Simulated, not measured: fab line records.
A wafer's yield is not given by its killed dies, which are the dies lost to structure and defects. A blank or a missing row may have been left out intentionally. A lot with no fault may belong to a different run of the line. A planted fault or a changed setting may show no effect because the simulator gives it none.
What tool caused it? + flow sky130 + Sampling: 11 lots, 31 wafers, 4 of 708 route steps

== WHAT THE GAUGES SHOWED, per wafer ==
SKY_VIA2_BOW_MEAS_03. Usual: VIA2_BOW gives 85 um (standard deviation 8.1).
| lot  | measured     | on            | VIA2_BOW (um) | flag |
|------|--------------|---------------|---------------|------|
| L866 | day 35 23:02 | film metro-04 | 93 87 100     |      |
| L868 | day 36 06:54 | film metro-01 | 95 89 96      |      |
| L875 | day 38 07:49 | film metro-02 | 74 82 72      |      |
| L877 | day 38 17:26 | film metro-01 | 79 79 78      |      |
| L879 | day 39 21:37 | film metro-02 | 92 82 87      |      |
| L880 | day 40 03:58 | film metro-01 | 86 77         |      |
| L885 | day 41 14:52 | film metro-04 | 86 84 80      |      |
| L886 | day 41 20:05 | film metro-04 | 94 81 79      |      |
| L887 | day 41 22:16 | film metro-01 | 73 77 81      |      |
| L888 | day 42 03:15 | film metro-04 | 93 90 81      |      |
| L889 | day 42 04:44 | film metro-01 | 103 95        |      |

SKY_CAPM_THK_MEAS_01. Usual: CAPM_CVD_00_THK gives 15.46 nm (standard deviation 0.22).
| lot  | measured     | on            | CAPM_CVD_00_THK (nm) | flag |
|------|--------------|---------------|----------------------|------|
| L866 | day 37 02:49 | film metro-03 | 15.60 15.46 15.70    |      |
| L868 | day 37 11:06 | film metro-04 | 15.26 15.38 15.34    |      |
| L875 | day 39 09:44 | film metro-03 | 14.66 15.49 15.60    |      |
| L877 | day 39 20:58 | film metro-04 | 14.29 15.43 15.47    |      |
| L879 | day 40 23:37 | film metro-02 | 15.15 15.25 15.61    |      |
| L880 | day 41 06:19 | film metro-02 | 15.20 15.70          |      |
| L885 | day 42 15:49 | film metro-04 | 15.74 15.83 15.96    |      |
| L886 | day 42 20:40 | film metro-03 | 15.41 15.58 15.68    |      |
| L887 | day 43 00:16 | film metro-03 | 15.29 15.05 15.48    |      |
| L888 | day 43 04:05 | film metro-04 | 15.03 15.32 15.68    |      |
| L889 | day 43 06:10 | film metro-02 | 15.28 15.55          |      |

== WHAT TOOL EACH LOT RAN ON (gives the tool, then ch and the chambers of the sampled wafers, and finally the start) ==
| lot  | SKY_METAL3_SPUTTER_02        | SKY_CAPM_CVD_00                 |
|------|------------------------------|---------------------------------|
| L866 | pvd sputter-04, day 37 02:41 | pecvd-02 ch 0,2, day 37 02:48   |
| L868 | pvd sputter-02, day 37 10:58 | pecvd-04 ch 0,1,2, day 37 11:05 |
| L875 | pvd sputter-03, day 39 09:36 | pecvd-02 ch 0,1,2, day 39 09:43 |
| L877 | pvd sputter-03, day 39 20:49 | pecvd-02 ch 0,1,2, day 39 20:56 |
| L879 | pvd sputter-02, day 40 23:29 | pecvd-04 ch 0,1, day 40 23:35   |
| L880 | pvd sputter-04, day 41 06:10 | pecvd-01 ch 0,1, day 41 06:17   |
| L885 | pvd sputter-04, day 42 15:40 | pecvd-01 ch 0,2, day 42 15:47   |
| L886 | pvd sputter-04, day 42 20:32 | pecvd-04 ch 1,2, day 42 20:38   |
| L887 | pvd sputter-03, day 43 00:08 | pecvd-02 ch 0,1, day 43 00:14   |
| L888 | pvd sputter-03, day 43 03:58 | pecvd-04 ch 0,2, day 43 04:04   |
| L889 | pvd sputter-02, day 43 06:01 | pecvd-02 ch 0,1, day 43 06:07   |
- SKY_METAL3_SPUTTER_02: material AlCu, target thk 735 nm, time 39.1 s.
- SKY_CAPM_CVD_00: deposits SiO2, target thk 15.5 nm.

== WHAT THE TOOLS THEMSELVES READ (means of the sampled wafers that have a number; where no wafer has one, the mark that the record gives instead) ==
SKY_METAL3_SPUTTER_02. Usual: throttle valve pct 30.0 %, standard deviation 1.5.
| lot  | tool           | throttle valve pct (%) | flag |
|------|----------------|------------------------|------|
| L866 | pvd sputter-04 | 31.6                   |      |
| L868 | pvd sputter-02 | 29.2                   |      |
| L875 | pvd sputter-03 | 29.7                   |      |
| L877 | pvd sputter-03 | 29.5                   |      |
| L879 | pvd sputter-02 | 29.6                   |      |
| L880 | pvd sputter-04 | 29.4                   |      |
| L885 | pvd sputter-04 | 31.5                   |      |
| L886 | pvd sputter-04 | 31.3                   |      |
| L887 | pvd sputter-03 | 28.9                   |      |
| L888 | pvd sputter-03 | 29.4                   |      |
| L889 | pvd sputter-02 | 29.5                   |      |

SKY_CAPM_CVD_00. Usual: heater power w 717 W, standard deviation 63; rf fwd power W 441.5 W, standard deviation 3.
| lot  | tool     | heater power w (W) | rf fwd power W (W) | flag |
|------|----------|--------------------|--------------------|------|
| L866 | pecvd-02 | 655                | 443.0              |      |
| L868 | pecvd-04 | 669                | 441.5              |      |
| L875 | pecvd-02 | 752                | 419.1              | OFF  |
| L877 | pecvd-02 | 726                | 418.8              | OFF  |
| L879 | pecvd-04 | 729                | 444.5              |      |
| L880 | pecvd-01 | 700                | 441.3              |      |
| L885 | pecvd-01 | 714                | 439.3              |      |
| L886 | pecvd-04 | 746                | 439.1              |      |
| L887 | pecvd-02 | 782                | 442.5              |      |
| L888 | pecvd-04 | 741                | 438.6              |      |
| L889 | pecvd-02 | 706                | 443.6              |      |

== THE ANSWER, worked out from the rows above alone ==
Rule: take the mean of a lot's wafers that have a number; if it is more than 3 standard deviations from the usual mean, the lot is off. Also off: a lot with no number at a reading for which 4 or more lots have one. Any other lot the step has rows for is counted as sound. After the gauges, taken in route order, come the tools' own readings; for these a lot's mean is taken, as printed above. The first step at which some lot is off is used, and at that step the reading that is off furthest; a lot without a number counts as furthest.
Off: L875, L877, at SKY_CAPM_CVD_00 (rf fwd power W).
A tool fits if, at that step or a process step before it, it ran every lot that is off, and no sound lot after the first of them. None of those tried fits.

== WHAT WAS PUT IN BY THE SIMULATOR ==
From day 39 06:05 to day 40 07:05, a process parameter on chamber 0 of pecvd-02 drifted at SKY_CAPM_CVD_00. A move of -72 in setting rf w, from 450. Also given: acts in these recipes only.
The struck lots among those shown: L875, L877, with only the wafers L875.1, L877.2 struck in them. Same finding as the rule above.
